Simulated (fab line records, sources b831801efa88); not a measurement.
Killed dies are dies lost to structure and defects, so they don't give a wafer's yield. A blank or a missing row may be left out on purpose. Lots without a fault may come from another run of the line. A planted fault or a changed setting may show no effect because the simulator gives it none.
Which tool did it? | flow sky130 | 13 lots, 37 wafers sampled, at 5 steps of a route of 708

WHAT THE GAUGES READ, wafer by wafer
SKY_NWELL_OVL_MEAS_10. Usual: NWELL_00_OVL 0.6 nm, standard deviation 1.2.
lot  | measured     | on         | NWELL_00_OVL (nm) | flag
L913 | day 4 09:59  | overlay-01 | -1.4 -1.2 0.1     |
L914 | day 4 20:47  | overlay-01 | 0.8 1.2 -0.5      |
L915 | day 5 03:09  | overlay-02 | 0.7 0.6 -0.2      |
L917 | day 5 10:38  | overlay-01 | -0.4 -0.3 0.6     |
L918 | day 5 17:08  | overlay-02 | 1.4 1.1 -0.2      |
L919 | day 6 00:47  | overlay-02 | -0.1 1.0 1.1      |
L920 | day 6 08:28  | overlay-01 | 1.8 1.9 -0.1      |
L922 | day 6 15:20  | overlay-01 | 1.3 -0.1 1.4      |
L927 | day 7 22:34  | overlay-01 | 0.8 2.5           |
L928 | day 8 05:52  | overlay-02 | 1.6 1.9           |
L929 | day 8 12:41  | overlay-02 | -0.7 -0.5 -0.1    |
L933 | day 9 19:54  | overlay-02 | 0.8 0.7 -0.2      |
L936 | day 10 02:22 | overlay-01 | -1.0 -1.7 0.6     |

SKY_NWELL_OVL_MEAS_23. Usual: NWELL_01_OVL -0.4 nm, standard deviation 1.3.
lot  | measured     | on         | NWELL_01_OVL (nm) | flag
L913 | day 5 03:29  | overlay-01 | -1.2 -1.7 -0.1    |
L914 | day 5 14:35  | overlay-02 | 0.2 -0.1 -0.9     |
L915 | day 5 21:14  | overlay-01 | 1.0 2.8 1.9       |
L917 | day 6 04:35  | overlay-01 | 2.0 0.9 1.7       |
L918 | day 6 11:59  | overlay-01 | 0.9 -2.2 0.1      |
L919 | day 6 19:56  | overlay-02 | 0.8 -0.8 -2.5     |
L920 | day 7 03:14  | overlay-02 | 0.4 -1.9 -1.3     |
L922 | day 7 10:35  | overlay-01 | -0.3 -1.5 -0.5    |
L927 | day 8 19:34  | overlay-02 | 0.0 0.0           |
L928 | day 9 03:18  | overlay-02 | -1.8 0.6          |
L929 | day 9 10:10  | overlay-01 | 0.5 1.0 0.8       |
L933 | day 10 18:24 | overlay-02 | -2.2 0.1 -1.7     |
L936 | day 11 01:40 | overlay-02 | -2.4 -2.4 -0.4    |

WHICH TOOL RAN EACH LOT (tool, then ch and the chambers of the sampled wafers, then the start)
lot  | SKY_FIELD_ISO_ETCH_14             | SKY_PWDE_COAT_02                 | SKY_PWDE_STRIP_09
L913 | rie_diel-03 ch 0,1,3, day 2 05:14 | litho_track-03 ch 0, day 3 10:20 | plasma_asher-04 ch 0,1, day 3 18:28
L914 | rie_diel-01 ch 0,1, day 2 10:01   | litho_track-01 ch 0, day 3 20:19 | plasma_asher-01 ch 0,1, day 4 04:37
L915 | rie_diel-01 ch 1,3, day 2 15:38   | litho_track-04 ch 0, day 4 01:05 | plasma_asher-04 ch 0,1, day 4 09:59
L917 | rie_diel-04 ch 0,2, day 3 00:59   | litho_track-04 ch 0, day 4 08:14 | plasma_asher-02 ch 1, day 4 17:20
L918 | rie_diel-03 ch 0,1,2, day 3 07:59 | litho_track-01 ch 0, day 4 15:41 | plasma_asher-02 ch 0,1, day 4 23:56
L919 | rie_diel-03 ch 0,1,3, day 3 12:38 | litho_track-03 ch 0, day 4 22:35 | plasma_asher-04 ch 0,1, day 5 07:28
L920 | rie_diel-01 ch 1,3, day 3 18:59   | litho_track-04 ch 0, day 5 04:25 | plasma_asher-02 ch 0,1, day 5 13:50
L922 | rie_diel-01 ch 1,3, day 4 03:58   | litho_track-01 ch 0, day 5 11:28 | plasma_asher-04 ch 0,1, day 5 20:41
L927 | rie_diel-04 ch 0,2, day 5 04:14   | litho_track-04 ch 0, day 6 17:26 | plasma_asher-04 ch 1, day 7 02:48
L928 | rie_diel-01 ch 0,1, day 5 12:49   | litho_track-04 ch 0, day 7 00:05 | plasma_asher-04 ch 0,1, day 7 09:51
L929 | rie_diel-04 ch 2,3, day 5 18:20   | litho_track-04 ch 0, day 7 05:46 | plasma_asher-02 ch 0,1, day 7 16:08
L933 | rie_diel-01 ch 0,1,3, day 6 12:58 | litho_track-01 ch 0, day 8 11:31 | plasma_asher-04 ch 0,1, day 8 22:15
L936 | rie_diel-04 ch 0,1,2, day 7 03:22 | litho_track-03 ch 0, day 8 17:33 | plasma_asher-02 ch 0,1, day 9 04:41
- SKY_FIELD_ISO_ETCH_14: etches BARC in N2/H2, stops on SiO2, time 45.9 s, target depth 60 nm.
- SKY_PWDE_COAT_02: resist thk 3000 nm.
- SKY_PWDE_STRIP_09: strips in O2/N2.

WHAT THE TOOLS THEMSELVES READ (means of the sampled wafers that have a number; where no wafer has one, the mark that the record gives instead)
SKY_FIELD_ISO_ETCH_14. Usual: bias_w 100.03 W, standard deviation 0.28; drypump_motor_current_A 5.8 A, standard deviation 0.41; h2_flow_sccm 200.0 sccm, standard deviation 0.67; oes_product_au 0.854 a.u., standard deviation 0.0049; throttle_valve_pct 13.225 %, standard deviation 0.0091.
lot  | tool        | bias_w (W) | drypump_motor_current_A (A) | h2_flow_sccm (sccm) | oes_product_au (a.u.) | throttle_valve_pct (%) | flag
L913 | rie_diel-03 | 99.94      | 5.8                         | 200.5               | 0.850                 | 13.224                 |
L914 | rie_diel-01 | 99.93      | 5.7                         | 200.0               | 0.857                 | 13.224                 |
L915 | rie_diel-01 | 100.04     | 5.4                         | 200.3               | 0.849                 | 13.219                 |
L917 | rie_diel-04 | 99.96      | 5.9                         | 200.2               | 0.857                 | 13.218                 |
L918 | rie_diel-03 | 100.10     | 5.6                         | 199.7               | 0.853                 | 13.223                 |
L919 | rie_diel-03 | 100.26     | 5.8                         | 199.8               | 0.851                 | 13.218                 |
L920 | rie_diel-01 | 99.93      | 5.4                         | 200.5               | 0.855                 | 13.232                 |
L922 | rie_diel-01 | 99.84      | 5.7                         | 199.4               | 0.853                 | 13.226                 |
L927 | rie_diel-04 | 100.03     | 6.1                         | 199.9               | 0.861                 | 13.216                 |
L928 | rie_diel-01 | 100.16     | 5.5                         | 200.4               | 0.851                 | 13.225                 |
L929 | rie_diel-04 | 100.33     | 6.0                         | 199.1               | 0.856                 | 13.219                 |
L933 | rie_diel-01 | 100.22     | 5.7                         | 199.4               | 0.853                 | 13.233                 |
L936 | rie_diel-04 | 99.61      | 6.1                         | 199.5               | 0.852                 | 13.223                 |

SKY_PWDE_STRIP_09. Usual: drypump_motor_current_A 5.7 A, standard deviation 0.51; oes_product_au 0.723 a.u., standard deviation 0.0046; strip_time_to_endpoint_s 36.92 s, standard deviation 0.099.
lot  | tool            | drypump_motor_current_A (A) | oes_product_au (a.u.) | strip_time_to_endpoint_s (s) | flag
L913 | plasma_asher-04 | 5.5                         | 0.721                 | 36.94                        |
L914 | plasma_asher-01 | 6.1                         | 0.718                 | 36.85                        |
L915 | plasma_asher-04 | 5.8                         | 0.729                 | 36.82                        |
L917 | plasma_asher-02 | 5.1                         | 0.720                 | 36.92                        |
L918 | plasma_asher-02 | 5.5                         | 0.725                 | 36.90                        |
L919 | plasma_asher-04 | 5.5                         | 0.722                 | 36.96                        |
L920 | plasma_asher-02 | 5.4                         | 0.718                 | 36.77                        |
L922 | plasma_asher-04 | 5.4                         | 0.726                 | 36.87                        |
L927 | plasma_asher-04 | 5.2                         | 0.724                 | 25.77                        | OFF
L928 | plasma_asher-04 | 5.6                         | 0.723                 | 25.83                        | OFF
L929 | plasma_asher-02 | 5.8                         | 0.720                 | 29.50                        | OFF
L933 | plasma_asher-04 | 5.5                         | 0.725                 | 36.85                        |
L936 | plasma_asher-02 | 5.8                         | 0.720                 | 36.84                        |

THE ANSWER, worked out from the rows above alone
Rule: a lot is off if the mean of its wafers that have a number lies more than 3 standard deviations from the usual mean. A lot without any number at a reading at which 4 lots or more have one is off too. The other lots that the step has rows for count as sound. The gauges are gone through in route order, then the tools' own readings, and for those a lot's mean is taken as printed above. The first step at which some lot is off is used, and at that step the reading that is off furthest; a lot without a number counts as furthest.
Off: L927, L928, L929, at SKY_PWDE_STRIP_09 (strip_time_to_endpoint_s).
A tool fits if, at that step or a process step before it, it ran every lot that is off, and no sound lot after the first of them. One fits: litho_track-04 at SKY_PWDE_COAT_02. Its last sound lot is L920 (day 5 04:25), its first lot that is off L927 (day 6 17:26): a fault that began between those two fits.

WHAT THE SIMULATOR HAD PUT IN
Process parameter drift: litho_track-04, from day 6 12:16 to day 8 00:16, at SKY_PWDE_COAT_02. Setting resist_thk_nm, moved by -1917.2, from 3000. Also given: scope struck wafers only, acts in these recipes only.
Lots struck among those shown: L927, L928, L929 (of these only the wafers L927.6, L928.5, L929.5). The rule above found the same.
